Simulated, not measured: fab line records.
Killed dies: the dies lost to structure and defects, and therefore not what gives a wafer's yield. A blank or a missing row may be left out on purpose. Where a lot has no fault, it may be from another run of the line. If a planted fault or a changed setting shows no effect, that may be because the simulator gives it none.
Code-filled problem report in 8D (eight disciplines) form / flow gf180mcu / the parts of the form that need people (team, actions taken, sign-off) are left out

== 1. THE PROBLEM ==
V2_W_RS at GF_V2_RS_MEAS_24 reads a mean of 0.3457 ohm/sq on 3 wafers of 3 lots; wafers without a fault read 0.3281 ohm/sq with a standard deviation of 0.0027. That puts it +6.5 standard deviations away from the usual mean.
The step: measures by four-point-probe.
The first sign was on wafer L211.1 at day 24 11:46, on filmMetro-01. The record has a number at this step for 36 wafers belonging to 12 lots. The rule behind "out" and "out of limits": a value lying over 4 standard deviations away from the usual mean. The other wafers with a number count as sound.

== 2. WHAT IT IS, AND WHAT IT ISN'T ==
question=which readings at this step | is=V2_W_RS | is not=-
question=which lots | is=L211, L215, L216 | is not=L201, L203, L204, L209, L212, L213, L219, L221, L223
question=which wafers of those lots | is=L211.1, L215.1, L216.3 | is not=L211.2, L211.6, L215.4, L215.6, L216.2, L216.6
question=read on which gauges | is=filmMetro-01, filmMetro-02 | is not=filmMetro-03
question=when | is=from day 24 11:46 | is not=up to then (14 sound wafers); but 19 sound wafers of L212, L213, L215, L216, L219, L221, L223 came after

== 3. WHAT RULES OUT EACH SUSPECT ==
Counting: if a tool at a process step up to the reading ran every lot that is out, it stays a suspect. Sound lots after the first of them don't rule it out here, since some wafers of a struck lot are sound.
- the gauge at GF_V2_RS_MEAS_24 is ruled out. The wafers that are out were read on 2 gauges (filmMetro-01, filmMetro-02).
- pvdSputter-03 at GF_M2_SPUTTER_03 (material Ti, target thk 10 nm, time 6.7 s): kept. It ran every lot that is out, first L211 (day 22 11:38).
- cvdW-01 at GF_V2_CVD_23 (deposits W, target thk 350 nm, time 104.94 s): kept. Ran every lot that is out, first one L211 (day 24 11:39); last sound lot up to then L209 (day 24 03:29).
What counting leaves: pvdSputter-03 at GF_M2_SPUTTER_03 and cvdW-01 at GF_V2_CVD_23.

== 4. THE CAUSE (what the simulator had put in) ==
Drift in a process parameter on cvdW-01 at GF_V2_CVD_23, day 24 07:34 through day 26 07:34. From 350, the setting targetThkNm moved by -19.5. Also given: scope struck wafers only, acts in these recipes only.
This tool is one of the 2 suspects left after counting.

== 5. THE EFFECT CHAIN, in route order ==
One row per reading whose mean, taken over the struck wafers that have a number, lies over 3 standard deviations from the usual. Scope: only readings with a usual standard deviation given in the record; hours: median across lots of the time from each lot's start at the first step in this table that gives one to its start at this step; sigmas: change in usual standard deviations.
hours=0; step=GF_V2_RS_MEAS_24; reading=V2_W_RS; usual=0.3281 ohm/sq; on struck wafers=0.3457; change=+0.0176; sigmas=+6.5
hours=0; step=GF_V2_THK_MEAS_25; reading=V2_W_THK; usual=347 nm; on struck wafers=329; change=-18; sigmas=-5.7

== 6. WHAT WOULD HAVE CAUGHT IT SOONER ==
Counted from the fault's start at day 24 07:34, it took 4 hours until the first out-of-limits reading at a measuring or inspecting step in this record, taken at day 24 11:46.
Of the tool readings at GF_V2_CVD_23 for which the record gives a usual standard deviation, none was out on any struck wafer, so an alarm limit of 4 standard deviations on them would not have fired.
Of the lots that are out (3), L215, L216 began GF_V2_CVD_23 on cvdW-01 after day 24 11:46. A hold on the tool at that time would have spared those 2.
